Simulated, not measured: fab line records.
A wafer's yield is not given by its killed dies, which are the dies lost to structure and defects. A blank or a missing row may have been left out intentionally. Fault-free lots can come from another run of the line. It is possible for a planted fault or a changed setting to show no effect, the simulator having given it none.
fab line records	flow sfq-line
[record] lots = 7	wafers = 18	last-day = 80
route steps=325 shown I1@77 M2@88 I2@103 M3@118 M8@325
lots that met no fault: taken from a fault-free run of the same line
start-h: start of the lot's first displayed wafer, in hours after the record's first day	wait-h: hours from the lot's prior step to this one	" the same as in the row above	L1.1+2: several wafers, shown together as one row	- no value present, or no start provided	* or withheld: withheld	< > ~ a bound
route shown NAME@n: NAME is a module with steps in the file, n the number in the route of the first one	usual: the fault-free wafers' mean and standard deviation	same: alike in all rows	chamber/n: place in a boat	sites: readings site by site	_std_site: the standard deviation of these	_edge_site: the outer-site mean with the inner-site mean subtracted	radius-mm: for every site, how far away it sits from the centre of the wafer	mask NAME#n: copy n	behind: tool/chamber where the wafer was last shaped	hold: why the lot was held/for how many hours/how that ended	device: transistor that didn't switch, given as n, p or np	end of line: the same wafers' tests at the end of the route	where a step has no rows: the recipe by itself	killed: at the first sort, the dies lost to defects and structure; wafer yield is something else	map: dies across one wafer; x = killed, . = not, _ = none there
set.NAME: the setting the step ran with; set.NAME@STEP: the setting that earlier step ran with	model.NAME: the simulator's own value behind a step, which no gauge read
lots at some steps of the route; a table a step, a row a wafer
services: the hour from which a tool's chamber was out of use, counted from the record's first day as start-h (under 0 if before that day), plus the number of hours and why
[[steps]]
[step SFQ_TRILAYER_I1_VIA_LITHO_COAT_054]
[recipe] resist = BARC	spin-rpm = 3000	resist-thk-nm = 62
[step SFQ_TRILAYER_I1_VIA_LITHO_COAT_049]
[recipe] resist = KrF	spin-rpm = 3000	resist-thk-nm = 650
[step SFQ_TRILAYER_I1_VIA_LITHO_SOFTBAKE_053]
[recipe] temp-c = withheld	time-s = withheld	resist = KrF
[step SFQ_TRILAYER_I1_VIA_LITHO_EXPOSE_050]
[recipe] mask-id = I1	na = 0.6	source-shape = conventional	sigma-outer = 0.65	target-cd-nm = 500	dose-mj = 21.3
[step SFQ_TRILAYER_I1_VIA_LITHO_PEB_052]
[recipe] peb-temp-c = 115	peb-time-s = 60	resist = KrF
[step SFQ_TRILAYER_I1_VIA_LITHO_DEVELOP_051]
[recipe] time-s = 60	resist = KrF
[step SFQ_I1_OVL_MEAS_913]
[usual] I1_OVL = 4/5.5
lot.wafer	tool	chamber	start-h	wait-h	I1_OVL[nm]
L119.1	overlay-01	-	571.65	0.1	7
L119.2	"	-	"	"	9
L119.3	"	-	"	"	8
L123.2	overlay-01	-	587.72	0.1	0
L123.4	"	-	"	"	-2
L124.2	overlay-02	-	588.92	0.1	-2
L124.5	"	-	"	"	-5
L124.6	"	-	"	"	-4
L126.4	overlay-01	-	597.33	0.1	-6
L126.5	"	-	"	"	-6
L128.3	overlay-02	-	600.93	0.1	4
L128.4	"	-	"	"	-3
L128.5	"	-	"	"	0
L129.1	overlay-02	-	603.32	0.1	4
L129.5	"	-	"	"	8
L134.1	overlay-02	-	609.32	0.1	-3
L134.3	"	-	"	"	4
L134.6	"	-	"	"	7
[step SFQ_TRILAYER_I1_VIA_BARC_OPEN_VIA_ETCH_071]
[recipe] mask-material = PR	chemistry = O2	target-depth-nm = 125	target = BARC	source-w = 500	bias-w = 80	pressure-mtorr = 30	time-s = 41.7
[step SFQ_TRILAYER_I1_VIA_ETCH_VIA_ETCH_052]
[recipe] target = SiO2	stop-on = Nb	mask-material = PR	taper-deg = 20	chemistry = CHF3	target-depth-nm = 260	source-w = 500	bias-w = 80	pressure-mtorr = 30	time-s = withheld
[usual] drypump-motor-current-A = 5.7/0.58	oes-product-au = 0.854/0.0053
lot.wafer	tool	chamber	start-h	wait-h	drypump-motor-current-A	oes-product-au
L119.1	rie-diel-01	1	571.72	0.0	4.8	0.855
L119.2	"	0	"	"	6.6	0.851
L119.3	"	3	"	"	4.9	0.864
L123.2	rie-diel-03	3	587.79	0.0	5.0	0.850
L123.4	"	2	"	"	6.4	0.854
L124.2	rie-diel-01	3	588.99	0.0	4.9	0.847
L124.5	"	2	"	"	5.1	0.851
L124.6	"	3	"	"	4.9	0.863
L126.4	rie-diel-01	2	597.39	0.0	5.1	0.852
L126.5	"	0	"	"	6.5	0.855
L128.3	rie-diel-03	3	600.99	0.0	5.0	0.849
L128.4	"	0	"	"	6.4	0.850
L128.5	"	2	"	"	6.3	0.848
L129.1	rie-diel-04	3	603.39	0.0	5.6	0.856
L129.5	"	1	"	"	5.4	0.857
L134.1	rie-diel-03	3	609.39	0.0	5.0	0.850
L134.3	"	0	"	"	6.4	0.864
L134.6	"	3	"	"	5.0	0.854
[step SFQ_TRILAYER_I1_VIA_STRIP_STRIP_053]
[recipe] gas = O2	power-w = 200	platen-temp-c = 40	overash-fraction = 0.65	chemistry = O2	pressure-mtorr = 50
[usual] drypump-motor-current-A = 5.8/0.42	oes-product-au = 0.995/0.0078
lot.wafer	tool	chamber	start-h	wait-h	drypump-motor-current-A	oes-product-au	rf-hours-counter-h
L119.1	rie-metal-02	1	571.83	-	5.2	0.995	77
L119.2	"	0	"	"	6.5	0.995	23
L119.3	"	1	"	"	5.2	0.991	-
L123.2	rie-metal-02	0	587.91	-	6.5	0.995	26
L123.4	"	1	"	"	5.2	1.003	-
L124.2	rie-metal-01	1	589.11	-	5.7	0.984	138
L124.5	"	1	"	"	5.7	0.992	-
L124.6	"	0	"	"	5.8	0.997	-
L126.4	rie-metal-01	0	597.71	-	5.8	0.994	-
L126.5	"	1	"	"	5.7	0.985	-
L128.3	rie-metal-01	1	601.31	-	5.7	0.992	-
L128.4	"	0	"	"	5.8	0.992	-
L128.5	"	0	"	"	5.8	1.003	-
L129.1	rie-metal-02	0	603.51	-	6.5	0.992	27
L129.5	"	1	"	"	5.2	0.991	-
L134.1	rie-metal-02	0	609.51	-	6.5	1.000	29
L134.3	"	0	"	"	6.5	0.998	-
L134.6	"	0	"	"	6.5	1.002	-
[step SFQ_TRILAYER_I1_VIA_STRIP_SOLV_CLEAN_054]
[recipe] chemistry = NMP	temp-c = 70	time-s = 600
[step SFQ_TRILAYER_M2_DEP_PRE_CLEAN_056]
[recipe] gas = Ar	time-s = 22.5	bias-v = 250
[step SFQ_TRILAYER_M2_DEP_SPUTTER_055]
[recipe] material = Nb	base-pressure-pa = 1.33e-06	chamber-pressure-pa = 0.1333	substrate-temp-c = 20	resputter-cathode-voltage-v = 400	target-thk-nm = 200	power-w = 2000	time-s = 133.3
[usual] throttle-valve-pct = 30.5/1.4
lot.wafer	tool	chamber	start-h	wait-h	throttle-valve-pct	model.Nb_of_TRILAYER_M2_DEP_SPUTTER_055.thk-nm
L119.1	pvd-sputter-05	-	572.64	0.0	30.3	198
L119.2	"	-	"	"	29.9	198.2
L119.3	"	-	"	"	28.9	200.4
L123.2	pvd-sputter-05	-	588.71	0.0	29.9	231.4
L123.4	"	-	"	"	32.7	196.4
L124.2	pvd-sputter-04	-	589.93	0.0	31.2	195.8
L124.5	"	-	"	"	31.4	195.7
L124.6	"	-	"	"	30.3	198.3
L126.4	pvd-sputter-05	-	598.33	0.0	30.1	197
L126.5	"	-	"	"	28.8	230.3
L128.3	pvd-sputter-03	-	601.91	0.0	30.5	196.4
L128.4	"	-	"	"	32.0	198.1
L128.5	"	-	"	"	30.6	196.7
L129.1	pvd-sputter-05	-	604.33	0.0	29.7	198.1
L129.5	"	-	"	"	30.1	230.3
L134.1	pvd-sputter-03	-	610.33	0.0	30.7	198.7
L134.3	"	-	"	"	32.2	198
L134.6	"	-	"	"	32.3	199.1
[step SFQ_M2_RS_MEAS_914]
[recipe] thk-meas-gauge = four-point-probe	reads = Nb_of_TRILAYER_M2_DEP_SPUTTER_055
[usual] M2_NB_RS = 0.898/0.0089
lot.wafer	tool	chamber	start-h	wait-h	M2_NB_RS[ohm/sq]
L119.1	film-metro-03	-	572.73	0.0	0.897
L119.2	"	-	"	"	0.898
L119.3	"	-	"	"	0.887
L123.2	film-metro-02	-	588.82	0.1	0.768
L123.4	"	-	"	"	0.905
L124.2	film-metro-03	-	590.04	0.1	0.911
L124.5	"	-	"	"	0.909
L124.6	"	-	"	"	0.897
L126.4	film-metro-03	-	598.48	0.1	0.902
L126.5	"	-	"	"	0.771
L128.3	film-metro-04	-	602.04	0.1	0.905
L128.4	"	-	"	"	0.899
L128.5	"	-	"	"	0.905
L129.1	film-metro-02	-	604.42	0.0	0.896
L129.5	"	-	"	"	0.772
L134.1	film-metro-04	-	610.42	0.0	0.895
L134.3	"	-	"	"	0.899
L134.6	"	-	"	"	0.894
[step SFQ_TRILAYER_M2_LITHO_COAT_062]
[recipe] resist = BARC	spin-rpm = 3000	resist-thk-nm = 62
[step SFQ_TRILAYER_M2_LITHO_COAT_057]
[recipe] resist = KrF	spin-rpm = 3000	resist-thk-nm = 600
[step SFQ_TRILAYER_M2_LITHO_SOFTBAKE_061]
[recipe] temp-c = withheld	time-s = withheld	resist = KrF
[step SFQ_TRILAYER_M2_LITHO_EXPOSE_058]
[recipe] mask-id = M2	na = 0.6	source-shape = conventional	sigma-outer = 0.65	target-cd-nm = 500	dose-mj = 14.4
[step SFQ_TRILAYER_M2_LITHO_PEB_060]
[recipe] peb-temp-c = 115	peb-time-s = 60	resist = KrF
[step SFQ_TRILAYER_M2_LITHO_DEVELOP_059]
[recipe] time-s = 60	resist = KrF
[step SFQ_M2_OVL_MEAS_916]
[usual] M2_OVL = -1/4.9
lot.wafer	tool	chamber	start-h	wait-h	M2_OVL[nm]
L119.1	overlay-01	-	710.62	0.1	2
L119.2	"	-	"	"	6
L119.3	"	-	"	"	-1
L123.2	overlay-02	-	727.43	0.1	7
L123.4	"	-	"	"	1
L124.2	overlay-02	-	728.63	0.1	5
L124.5	"	-	"	"	3
L124.6	"	-	"	"	5
L126.4	overlay-02	-	736.88	0.1	-2
L126.5	"	-	"	"	0
L128.3	overlay-02	-	739.28	0.1	-1
L128.4	"	-	"	"	6
L128.5	"	-	"	"	-1
L129.1	overlay-01	-	744.34	0.1	1
L129.5	"	-	"	"	4
L134.1	overlay-02	-	750.34	0.1	-1
L134.3	"	-	"	"	-3
L134.6	"	-	"	"	-5
[step SFQ_TRILAYER_M2_BARC_OPEN_METAL_ETCH_077]
[recipe] mask-material = PR	chemistry = O2	target-depth-nm = 125	target = BARC	icp-w = 600	bias-w = 80	pressure-mtorr = 10	time-s = 41.7
[usual] drypump-motor-current-A = 5.92/0.3	oes-product-au = 0.684/0.0046
lot.wafer	tool	chamber	start-h	wait-h	drypump-motor-current-A	oes-product-au	rf-hours-counter-h
L119.1	rie-metal-04	0	710.66	0.0	6.33	0.695	12
L119.2	"	1	"	"	5.67	0.676	111
L119.3	"	1	"	"	5.67	0.684	-
L123.2	rie-metal-03	1	727.46	0.0	6.28	0.685	93
L123.4	"	1	"	"	6.30	0.685	-
L124.2	rie-metal-04	0	728.66	0.0	6.32	0.685	16
L124.5	"	0	"	"	6.31	0.686	-
L124.6	"	1	"	"	5.72	0.679	-
L126.4	rie-metal-01	0	736.92	0.0	5.82	0.681	-
L126.5	"	0	"	"	5.79	0.685	-
L128.3	rie-metal-03	1	739.32	0.0	6.32	0.686	-
L128.4	"	0	"	"	5.55	0.687	-
L128.5	"	1	"	"	6.31	0.692	-
L129.1	rie-metal-01	1	744.38	0.0	5.71	0.687	164
L129.5	"	0	"	"	5.78	0.684	-
L134.1	rie-metal-03	0	750.38	0.0	5.55	0.678	130
L134.3	"	0	"	"	5.56	0.679	-
L134.6	"	0	"	"	5.55	0.686	-
[step SFQ_TRILAYER_M2_ETCH_METAL_ETCH_060]
[recipe] target = Nb	stop-on = SiO2	mask-material = PR	chemistry = Cl2/Ar	target-depth-nm = 240	icp-w = 600	bias-w = 80	pressure-mtorr = 10	time-s = 120
[usual] drypump-motor-current-A = 5.92/0.29	oes-product-au = 0.888/0.0069
lot.wafer	tool	chamber	start-h	wait-h	drypump-motor-current-A	oes-product-au	rf-hours-counter-h
L119.1	rie-metal-04	0	710.72	0.0	6.34	0.880	12
L119.2	"	1	"	"	5.71	0.894	111
L119.3	"	1	"	"	5.71	0.895	-
L123.2	rie-metal-03	1	727.52	0.0	6.30	0.978	93
L123.4	"	1	"	"	6.32	0.884	-
L124.2	rie-metal-04	0	728.72	0.0	6.33	0.880	16
L124.5	"	0	"	"	6.34	0.883	-
L124.6	"	1	"	"	5.72	0.885	-
L126.4	rie-metal-01	0	737.00	0.1	5.79	0.884	-
L126.5	"	0	"	"	5.75	0.972	-
L128.3	rie-metal-03	1	739.40	0.1	6.30	0.886	-
L128.4	"	0	"	"	5.55	0.886	-
L128.5	"	1	"	"	6.29	0.890	-
L129.1	rie-metal-01	1	744.44	0.0	5.74	0.896	164
L129.5	"	0	"	"	5.75	0.970	-
L134.1	rie-metal-03	0	750.44	0.0	5.55	0.892	130
L134.3	"	0	"	"	5.57	0.889	-
L134.6	"	0	"	"	5.55	0.896	-
[step SFQ_TRILAYER_M2_STRIP_STRIP_061]
[recipe] gas = O2	power-w = 200	platen-temp-c = 40	overash-fraction = 0.65	chemistry = O2	pressure-mtorr = 50
[step SFQ_TRILAYER_M2_STRIP_SOLV_CLEAN_062]
[recipe] chemistry = NMP	temp-c = 70	time-s = 600
[step SFQ_TRILAYER_I2_DEP_PECVD_063]
[recipe] material = SiO2	temp-c = 150	time-s = 111.11	pressure-torr = 2.4	rf-w = 183.3	precursor = SiH4/N2O	target-thk-nm = 500
[usual] heater-power-w = 81/8.8	throttle-valve-pct = 24.7/1.9
lot.wafer	tool	chamber	start-h	wait-h	heater-power-w	throttle-valve-pct
L119.1	pecvd-03	1	711.62	0.0	79	22.1
L119.2	"	2	"	"	77	22.5
L119.3	"	0	"	"	81	23.2
L123.2	pecvd-04	0	728.42	0.0	94	23.2
L123.4	"	2	"	"	92	23.6
L124.2	pecvd-02	0	729.62	0.0	88	26.4
L124.5	"	2	"	"	68	24.9
L124.6	"	0	"	"	75	26.0
L126.4	pecvd-04	0	737.90	0.0	89	23.6
L126.5	"	2	"	"	75	23.8
L128.3	pecvd-02	1	740.26	0.0	75	27.1
L128.4	"	0	"	"	84	26.3
L128.5	"	2	"	"	59	24.9
L129.1	pecvd-04	0	745.34	0.0	87	23.4
L129.5	"	1	"	"	75	25.2
L134.1	pecvd-02	2	751.34	0.0	72	24.9
L134.3	"	0	"	"	88	26.3
L134.6	"	2	"	"	73	25.0
[step SFQ_TRILAYER_I2_CMP_CMP_064]
[recipe] material = SiO2	down-force-psi = 3	platen-rpm = 60	pad-velocity-m-s = 0.94248
[step SFQ_I2_BOW_MEAS_917]
[recipe] mode = bow
[usual] I2_BOW = 2/9.2
lot.wafer	tool	chamber	start-h	wait-h	I2_BOW[um]
L119.1	film-metro-03	-	716.49	1.0	16
L119.2	"	-	"	"	12
L119.3	"	-	"	"	11
L123.2	film-metro-02	-	731.51	2.0	4
L123.4	"	-	"	"	-13
L124.2	film-metro-03	-	734.51	1.0	10
L124.5	"	-	"	"	21
L124.6	"	-	"	"	10
L126.4	film-metro-03	-	742.35	1.1	5
L126.5	"	-	"	"	0
L128.3	film-metro-02	-	745.33	1.0	14
L128.4	"	-	"	"	14
L128.5	"	-	"	"	5
L129.1	film-metro-01	-	748.42	2.5	-16
L129.5	"	-	"	"	1
L134.1	film-metro-03	-	759.17	1.0	8
L134.3	"	-	"	"	-2
L134.6	"	-	"	"	9
[step SFQ_TRILAYER_I2_METRO_MEASURE_065]
[usual] thk-nm = 200.2/1.1
lot.wafer	tool	chamber	start-h	wait-h	thk-nm
L119.1	film-metro-03	-	716.61	0.1	198.7
L119.2	"	-	"	"	198.9
L119.3	"	-	"	"	200.6
L123.2	film-metro-02	-	731.81	0.3	200.0
L123.4	"	-	"	"	200.6
L124.2	film-metro-03	-	734.81	0.3	201.1
L124.5	"	-	"	"	201.5
L124.6	"	-	"	"	201.0
L126.4	film-metro-03	-	743.01	0.6	198.5
L126.5	"	-	"	"	198.9
L128.3	film-metro-02	-	745.81	0.5	200.2
L128.4	"	-	"	"	199.1
L128.5	"	-	"	"	200.7
L129.1	film-metro-01	-	748.54	0.1	200.4
L129.5	"	-	"	"	200.9
L134.1	film-metro-03	-	759.29	0.1	198.8
L134.3	"	-	"	"	199.6
L134.6	"	-	"	"	199.9
[step SFQ_TRILAYER_I2_VIA_LITHO_COAT_072]
[recipe] resist = BARC	spin-rpm = 3000	resist-thk-nm = 62
[step SFQ_TRILAYER_I2_VIA_LITHO_COAT_067]
[recipe] resist = KrF	spin-rpm = 3000	resist-thk-nm = 650
[step SFQ_TRILAYER_I2_VIA_LITHO_SOFTBAKE_071]
[recipe] temp-c = withheld	time-s = withheld	resist = KrF
[step SFQ_TRILAYER_I2_VIA_LITHO_EXPOSE_068]
[recipe] mask-id = I2	na = 0.6	source-shape = conventional	sigma-outer = 0.65	target-cd-nm = 500	dose-mj = 21.3
[step SFQ_TRILAYER_I2_VIA_LITHO_PEB_070]
[recipe] peb-temp-c = 115	peb-time-s = 60	resist = KrF
[step SFQ_TRILAYER_I2_VIA_LITHO_DEVELOP_069]
[recipe] time-s = 60	resist = KrF
[step SFQ_I2_OVL_MEAS_918]
[usual] I2_OVL = 1/5.2
lot.wafer	tool	chamber	start-h	wait-h	I2_OVL[nm]
L119.1	overlay-01	-	720.06	0.1	2
L119.2	"	-	"	"	0
L119.3	"	-	"	"	5
L123.2	overlay-02	-	891.05	0.1	9
L123.4	"	-	"	"	3
L124.2	overlay-02	-	893.45	0.1	1
L124.5	"	-	"	"	4
L124.6	"	-	"	"	1
L126.4	overlay-02	-	903.07	0.1	8
L126.5	"	-	"	"	7
L128.3	overlay-01	-	905.46	0.1	2
L128.4	"	-	"	"	-2
L128.5	"	-	"	"	-5
L129.1	overlay-01	-	907.85	0.1	-7
L129.5	"	-	"	"	-5
L134.1	overlay-01	-	915.05	0.1	2
L134.3	"	-	"	"	0
L134.6	"	-	"	"	-4
[step SFQ_TRILAYER_I2_VIA_BARC_OPEN_VIA_ETCH_096]
[recipe] mask-material = PR	chemistry = O2	target-depth-nm = 125	target = BARC	source-w = 500	bias-w = 80	pressure-mtorr = 30	time-s = 41.7
[step SFQ_TRILAYER_I2_VIA_ETCH_VIA_ETCH_070]
[recipe] target = SiO2	stop-on = Nb	mask-material = PR	taper-deg = 20	chemistry = CHF3	target-depth-nm = 260	source-w = 500	bias-w = 80	pressure-mtorr = 30	time-s = withheld
[step SFQ_TRILAYER_I2_VIA_STRIP_STRIP_071]
[recipe] gas = O2	power-w = 200	platen-temp-c = 40	overash-fraction = 0.65	chemistry = O2	pressure-mtorr = 50
[step SFQ_TRILAYER_I2_VIA_STRIP_SOLV_CLEAN_072]
[recipe] chemistry = NMP	temp-c = 70	time-s = 600
[step SFQ_TRILAYER_M3_DEP_PRE_CLEAN_074]
[recipe] gas = Ar	time-s = 22.5	bias-v = 250
[step SFQ_M8_BOW_MEAS_951]
[recipe] mode = bow
[usual] M8_BOW = 7/12
lot.wafer	tool	chamber	start-h	wait-h	M8_BOW[um]	model.etest.m2.ohm-um	model.etest.i1.link-ohm	model.etest.i2.link-ohm	model.etest.m2.ohm-sq
L119.1	film-metro-02	-	1676.74	0.0	18	1.804	1.974	1.979	0.8984
L119.2	"	-	"	"	14	1.785	1.986	1.978	0.8974
L119.3	"	-	"	"	12	1.765	1.958	1.974	0.8874
L123.2	film-metro-03	-	1776.65	0.0	7	1.541	1.821	1.849	0.7687
L123.4	"	-	"	"	-9	1.813	1.983	1.981	0.9053
L124.2	film-metro-01	-	1780.25	0.0	24	1.831	1.985	1.982	0.9082
L124.5	"	-	"	"	35	1.824	1.99	1.982	0.9086
L124.6	"	-	"	"	27	1.792	1.996	1.975	0.8968
L126.4	film-metro-02	-	1789.29	0.1	-4	1.812	2.002	1.998	0.9026
L126.5	"	-	"	"	-10	1.552	1.83	1.861	0.772
L128.3	film-metro-02	-	1797.67	0.0	20	1.807	1.976	1.996	0.9055
L128.4	"	-	"	"	20	1.788	1.978	1.972	0.8978
L128.5	"	-	"	"	12	1.802	1.97	1.991	0.9041
L129.1	film-metro-02	-	1907.10	0.0	-3	1.791	1.963	1.994	0.8976
L129.5	"	-	"	"	13	1.55	1.813	1.837	0.7722
L134.1	film-metro-01	-	1926.42	0.0	21	1.787	1.986	1.963	0.8951
L134.3	"	-	"	"	11	1.801	1.974	1.963	0.8984
L134.6	"	-	"	"	22	1.792	1.979	1.961	0.8932
[[services]]
tool	chamber	start-h	hours	kind
film-metro-03	-	557.71	3.3	pm
rie-metal-01	-	572.83	2.1	repair
rie-metal-04	0	585.07	8.9	repair
film-metro-03	-	591.11	3.0	repair
rie-diel-01	-	601.46	15.6	pm
rie-metal-04	-	603.92	14.6	pm
rie-diel-01	3	618.92	11.1	repair
rie-diel-01	0	622.59	3.7	repair
rie-diel-01	2	623.73	4.0	repair
rie-diel-03	1	627.69	5.3	repair
rie-metal-02	-	647.86	4.0	pm
rie-diel-03	0	651.96	2.6	repair
rie-metal-01	-	652.68	4.0	pm
rie-diel-01	1	656.98	3.8	repair
rie-metal-04	-	670.93	1.4	pm
rie-metal-01	0	679.05	3.2	repair
film-metro-03	-	688.98	6.6	pm
film-metro-03	-	695.56	0.9	pm
rie-metal-03	1	718.17	6.1	repair
film-metro-03	-	728.58	1.3	pm
pecvd-02	1	728.69	7.8	repair
film-metro-03	-	732.33	0.8	pm
pecvd-02	-	750.16	0.5	repair
rie-metal-02	-	757.38	2.8	repair
[[key]]
[first-sign] step = SFQ_M2_RS_MEAS_914	reading = M2_NB_RS	direction = down	sigmas = 14	usual = 0.898	struck = 0.770
[effect] step = SFQ_TRILAYER_M2_ETCH_METAL_ETCH_060	reading = oes-product-au	direction = up	sigmas = 12	usual = 0.888	struck = 0.973
[model-effect] step = SFQ_TRILAYER_M2_DEP_SPUTTER_055	value = Nb_of_TRILAYER_M2_DEP_SPUTTER_055.thk-nm	without = 197.2	struck = 230.7
[model-effect] step = SFQ_M8_BOW_MEAS_951	value = etest.m2.ohm-um	without = 1.81	struck = 1.548
met-at SFQ_TRILAYER_M2_DEP_SPUTTER_055
struck-wafers L123.2,L126.5,L129.5
onset-between 572.64 588.71
[fault] kind = process-parameter-drift	tool = pvd-sputter-05	chamber = -	onset-h = 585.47	steps = SFQ_TRILAYER_M2_DEP_SPUTTER_055	channel = target-thk-nm	offset = 33.444	shape = step	end-h = 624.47	scope = struck-wafers-only	acts-in = these-recipes-only	stated = 200
